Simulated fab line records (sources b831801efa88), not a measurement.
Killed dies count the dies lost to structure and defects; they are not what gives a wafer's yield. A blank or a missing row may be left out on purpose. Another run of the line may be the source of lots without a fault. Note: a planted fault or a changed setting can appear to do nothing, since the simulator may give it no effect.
The same fault as seen by 2 desks	flow gf180mcu	what lay behind the numbers comes last; until then each desk has only its own

## DESK OF THE TOOL OWNER: litho-track-01
At GF_DUAL_GATE_SOFTBAKE_07 (time 60 s), the tool's own readings, given per lot that ran on this tool as the mean of the sampled wafers with a number. If a lot's mean is further than 4 standard deviations from the usual mean, the lot is out of limits and carries the mark OUT (the distance appears in the brackets).
Columns: A = resist-line-temp-C at GF_DUAL_GATE_SOFTBAKE_07, usual 22.99 C; B = run-length-s at GF_DUAL_GATE_SOFTBAKE_07, usual 89.17 s
lot	first seen here	A	B
L666	day 8 19:26	22.97	89.07
L668	day 9 02:27	22.87	89.14
L669	day 9 09:02	23.02	89.17
L671	day 9 23:36	23.07	89.13
L673	day 10 14:03	22.91	89.10
L674	day 10 21:54	23.11	89.05
L677	day 12 00:22	22.98	92.87 (+22) OUT
L678	day 12 01:33	23.02	92.85 (+22) OUT
This desk finds L677, L678 out of limits, L677 being first, at day 12 00:22 (run-length-s at GF_DUAL_GATE_SOFTBAKE_07). L666, L668, L669, L671, L673, L674 stayed within limits.

## METROLOGY DESK
What the gauges read, lot by lot, whatever tool the lot ran on: means of the sampled wafers that have a number. If a lot's mean is further than 4 standard deviations from the usual mean, the lot is out of limits and carries the mark OUT (the distance appears in the brackets).
Columns: A = cd-nm at GF_STI_CD_MEAS_12, usual 220.2 nm; B = NWELL_OVL at GF_NWELL_OVL_MEAS_07, usual -0.1 nm; C = MVSD_RS at GF_VT_IMPLANT_RS_MEAS_46, usual 456.7 ohm/sq
lot	first seen here	A	B	C
L665	day 2 08:33	218.2	-0.5	456.1
L666	day 2 12:24	222.1	1.8	457.8
L667	day 2 18:39	220.2	0.7	456.1
L668	day 2 22:09	219.8	-0.6	455.5
L669	day 3 04:26	219.7	-0.1	456.5
L671	day 3 12:45	221.3	-1.0	457.1
L673	day 3 23:27	220.3	-1.6	456.3
L674	day 4 04:51	221.2	1.1	457.3
L676	day 4 15:03	220.3	-1.0	455.0
L677	day 4 21:00	218.8	-0.4	457.5
L678	day 5 01:36	218.8	0.4	455.2
L679	day 5 06:21	221.7	1.7	458.0
L685	day 6 13:31	220.5	1.5	456.6
L686	day 6 18:07	220.4	-1.0	455.7
Result from this desk: across the 14 lots, nothing is out of limits.

## ALL TOGETHER
An alarm could have come from the tool owner's desk at day 12 00:22, on L677, L678.
From the metrology desk's view, nothing was out of limits.
The metrology desk has L677, L678 on record, within its limits.
The lots listed all ran GF_DUAL_GATE_SOFTBAKE_07 on litho-track-01.

## WHAT THE SIMULATOR PUT IN
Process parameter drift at GF_DUAL_GATE_SOFTBAKE_07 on litho-track-01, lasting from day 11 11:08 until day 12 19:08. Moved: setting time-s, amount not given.
Shown lots that were struck: L677, L678.
How many hours passed from the start of the fault until each desk's first out-of-limits reading: the tool owner's desk, 13.
